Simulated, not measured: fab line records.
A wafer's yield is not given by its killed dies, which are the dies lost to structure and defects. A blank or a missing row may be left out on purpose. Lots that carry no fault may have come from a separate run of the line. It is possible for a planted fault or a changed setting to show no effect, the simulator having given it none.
Matching of chambers / flow gf180mcu / 4 sister chambers for GF_V1_CMP_26 on cmp-02
The step polishes, stops on SiO2, t overpolish 15 s, target thk 0 nm. 8 wafers are shown with their chamber, then 7 later ones without.

WAFERS, EACH WITH ITS CHAMBER
wafer=L081.1; chamber=1; motor-current-A (A)=10.3; overpolish-run-s (s)=14.999
wafer=L081.2; chamber=0; motor-current-A (A)=11.7; overpolish-run-s (s)=15.001
wafer=L081.4; chamber=2; motor-current-A (A)=9.8; overpolish-run-s (s)=15.016
wafer=L082.1; chamber=3; motor-current-A (A)=12.6; overpolish-run-s (s)=14.990
wafer=L082.4; chamber=0; motor-current-A (A)=11.5; overpolish-run-s (s)=15.014
wafer=L082.5; chamber=2; motor-current-A (A)=9.9; overpolish-run-s (s)=15.015
wafer=L095.1; chamber=3; motor-current-A (A)=12.5; overpolish-run-s (s)=15.001
wafer=L095.2; chamber=1; motor-current-A (A)=10.7; overpolish-run-s (s)=14.996

WAFERS WHOSE CHAMBER IS MISSING
wafer=L095.6; motor-current-A (A)=11.6; overpolish-run-s (s)=15.003
wafer=L096.1; motor-current-A (A)=10.0; overpolish-run-s (s)=14.994
wafer=L096.2; motor-current-A (A)=10.8; overpolish-run-s (s)=15.009
wafer=L096.4; motor-current-A (A)=12.3; overpolish-run-s (s)=15.005
wafer=L097.1; motor-current-A (A)=12.8; overpolish-run-s (s)=14.997
wafer=L097.3; motor-current-A (A)=11.6; overpolish-run-s (s)=15.002
wafer=L097.6; motor-current-A (A)=11.0; overpolish-run-s (s)=14.991

THE CHAMBER EACH PASSED THROUGH
wafer=L095.6; from the rows above=0; in truth=0
wafer=L096.1; from the rows above=can't be placed: 1 or 2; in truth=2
wafer=L096.2; from the rows above=1; in truth=1
wafer=L096.4; from the rows above=3; in truth=3
wafer=L097.1; from the rows above=3; in truth=3
wafer=L097.3; from the rows above=0; in truth=0
wafer=L097.6; from the rows above=can't be placed: 1 or 0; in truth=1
5 of 7 placed correctly. Can't be placed from these rows: 2 (the true chamber is among the candidates in 2). 0 placed wrongly.
How it was worked out, from the rows above alone: a wafer's distance from a chamber is the root of the sum, over the readings, of the square of ((its reading less the chamber's mean) divided by the reading's scatter). The wafer belongs to the nearest chamber; if the next one is less than 2 further off, it can't be placed. For every chamber, the mean is computed from those of its wafers that are shown. The scatter: the root of (the sum of the squares of (reading less its chamber's mean) over the shown wafers, divided by (wafers less chambers)).
